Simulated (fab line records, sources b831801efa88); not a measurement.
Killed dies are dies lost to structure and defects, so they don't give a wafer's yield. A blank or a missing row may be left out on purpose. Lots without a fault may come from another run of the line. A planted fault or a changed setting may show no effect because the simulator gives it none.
A struck lot beside a sound one | flow gf180mcu | 18 steps out of a route of 602
Sound: wafers L152.2, L152.3, L152.4. Struck: wafers L164.1, L164.3, L164.5. The cause comes at the end.
At each step with rows: each side's tool, then ch and its chambers, then its first start. Under that, the readings that differ: sound wafers | struck wafers | difference of the means | sigmas: that difference in standard deviations of wafers without a fault.
alike: readings whose means differ by less than 2 such deviations, and words and numbers that are the same on both sides. not compared: withheld readings, readings that some wafer has no value for, bounds like >300 that may hide the same value, and numbers for which the record gives no deviation and whose values overlap.
The two part at a step that has a row with sigmas, a row that says differs or no value, or rows on one side only. Numbers that don't overlap but have no deviation are shown without sigmas and don't part them. A reading that every wafer of one side lacks parts them only if that side has two wafers or more.

first, 3 steps without rows for these wafers: GF_V2_EXPOSE_11 (exposes mask Via2, target cd 260 nm); GF_V2_PEB_12 (peb time 90 s); GF_V2_DEVELOP_13 (develop time 60 s).
GF_V2_CD_MEAS_14: target cd 260 nm.
  sound on cd_sem-02, day 21 20:07; struck on cd_sem-01, day 25 18:26
  alike: cd_nm
GF_V2_OVL_MEAS_15:
  sound on overlay-01, day 21 20:13; struck on overlay-01, day 25 18:34
  alike: V2_OVL
GF_V2_ETCH_16: etches BARC in N2/H2.
  sound on rie_diel-01 ch 1,2,3, day 21 20:15; struck on rie_diel-02 ch 1,2, day 25 18:35
  alike: drypump_motor_current_A, oes_product_au, throttle_valve_pct
GF_V2_ETCH_17: etches SiO2 in C4F8/O2/Ar, stops on TiN, target depth 630 nm.
  sound on rie_diel-01 ch 1,2,3; struck on rie_diel-02 ch 1,2
  alike: oes_product_au
GF_V2_STRIP_18: strips in O2/N2.
  sound on plasma_asher-01 ch 0,1, day 21 20:23; struck on plasma_asher-01 ch 0,1, day 25 18:43
  alike: drypump_motor_current_A, heater_power_w, oes_product_au, platen_temp_c
  not compared: rf_hours_counter_h
then, 2 steps without rows for these wafers: GF_V2_STRIP_19 (strips in post etch residue remover, time 1200 s); GF_V2_CLEAN_20 (cleans in DIW).
GF_V2_SPUTTER_21: material Ti, target thk 15 nm, time 80.02 s.
  sound on pvd_sputter-01, day 21 20:55; struck on pvd_sputter-01, day 25 19:16
  alike: throttle_valve_pct
then, 1 step without rows for these wafers: GF_V2_SPUTTER_22 (material TiN, target thk 10 nm, time 40 s).
GF_V2_CVD_23: deposits W, target thk 350 nm, time 104.94 s.
  sound on cvd_w-01 ch 0,1, day 21 21:01; struck on cvd_w-02 ch 0,1, day 25 19:22
  reading                          | sound                | struck               | difference | sigmas
  heater_power_outer_w (W)         | 528 525 512          | 600 606 645          | +95        | +4
  susceptor_temp_C (C)             | 399.86 400.24 400.19 | 416.33 416.09 416.23 | +16.12     | +77
  model.W_of_V2_CVD_23.thk_nm (nm) | 353.7 355.2 348.8    | 456.9 460.2 464.3    | +107.9     |
  alike: chamber_pressure_Torr, heater_power_w
GF_V2_RS_MEAS_24: measures by four-point-probe.
  sound on film_metro-03, day 21 21:10; struck on film_metro-02, day 25 19:45
  reading          | sound             | struck            | difference | sigmas
  V2_W_RS (ohm/sq) | 0.324 0.322 0.328 | 0.251 0.249 0.247 | -0.076     | -16
  not compared: hold
GF_V2_THK_MEAS_25: measures by xrf.
  sound on film_metro-03, day 21 21:16; struck on film_metro-02, day 26 08:16
  reading       | sound       | struck      | difference | sigmas
  V2_W_THK (nm) | 359 361 354 | 457 467 468 | +106       | +19
  not compared: hold
GF_V2_CMP_26: polishes, stops on SiO2, t overpolish 15 s, target thk 0 nm.
  sound on cmp-02 ch 0,1,3, day 21 21:26; struck on cmp-01 ch 0,2,3, day 26 11:46
  reading                | sound    | struck                                                                     | difference                   | sigmas
  hold                   | - - -    | await_dispo/3.3h/release await_dispo/3.3h/release await_dispo/3.3h/release | no value on the sound wafers |
  time_to_endpoint_s (s) | 90 84 87 | 114 113 112                                                                | +26                          | +6
  alike: motor_current_A, slurry_flow_ml_min
GF_M3_SPUTTER_00: material Ti, target thk 37.5 nm, time 150 s.
  sound on pvd_sputter-03, day 21 21:42; struck on pvd_sputter-03, day 26 11:58
  alike: throttle_valve_pct
then, 1 step without rows for these wafers: GF_PASSIVATION_PROBE_99.

WHERE THEY PART
First at GF_V2_CVD_23; last, within this record, at GF_V2_CMP_26. Later steps at which nothing parts them and some readings are alike: GF_M3_SPUTTER_00.

WHY: what the simulator had put in
Process parameter drift: cvd_w-02, from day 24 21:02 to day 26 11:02, at GF_V2_CVD_23. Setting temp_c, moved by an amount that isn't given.
